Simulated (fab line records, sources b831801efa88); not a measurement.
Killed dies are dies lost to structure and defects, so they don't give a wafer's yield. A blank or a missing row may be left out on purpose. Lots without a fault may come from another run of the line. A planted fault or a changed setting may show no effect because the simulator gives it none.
Which tool did it? | flow gf180mcu | 7 lots, 21 wafers sampled, at 2 steps of a route of 602

WHAT THE GAUGES READ, wafer by wafer
GF_SAB_THK_MEAS_01.
lot  | measured     | on            | SAB_CVD_00_THK (nm)
L121 | day 15 02:48 | film_metro-01 | 49.6 50.6 49.8
L125 | day 16 04:21 | film_metro-01 | 50.4 50.4 50.5
L127 | day 17 03:13 | film_metro-01 | 51.3 51.4 50.8
L129 | day 17 14:06 | film_metro-03 | 49.6 50.5 51.0
L132 | day 18 18:22 | film_metro-03 | 48.6 49.4 49.0
L136 | day 20 04:18 | film_metro-04 | 54.8 49.3 55.0
L141 | day 21 20:11 | film_metro-01 | 49.9 49.8 50.0

WHICH TOOL RAN EACH LOT (tool, then ch and the chambers of the sampled wafers, then the start)
lot  | GF_SAB_CVD_00
L121 | pecvd-01 ch 1,2, day 15 02:47
L125 | pecvd-02 ch 1,2, day 16 04:20
L127 | pecvd-01 ch 0,1,2, day 17 03:11
L129 | pecvd-02 ch 0,2, day 17 14:04
L132 | pecvd-03 ch 0,1,2, day 18 18:20
L136 | pecvd-03 ch 0,2, day 20 04:17
L141 | pecvd-02 ch 0,1, day 21 20:10
- GF_SAB_CVD_00: deposits SiO2 from TEOS, target thk 50 nm, time 4.9302 s.

THE ANSWER, worked out from the rows above alone
Rule: what is usual is taken from the lots themselves. Put in order of their means at a reading, lots are off if they are a third of the lots or fewer, leave a main group of 4 or more, and stand apart from it by a gap of 3 or more times the standard deviation of the main group's means; of several such gaps the widest counts. A main group whose means are all the same, to the digits that the tables above print for the reading, isn't used. A lot without any number at a reading at which 4 lots or more have one is off too. The other lots that the step has rows for count as sound.
No lot is off at any reading shown: from this, nothing can be told.

WHAT THE SIMULATOR HAD PUT IN
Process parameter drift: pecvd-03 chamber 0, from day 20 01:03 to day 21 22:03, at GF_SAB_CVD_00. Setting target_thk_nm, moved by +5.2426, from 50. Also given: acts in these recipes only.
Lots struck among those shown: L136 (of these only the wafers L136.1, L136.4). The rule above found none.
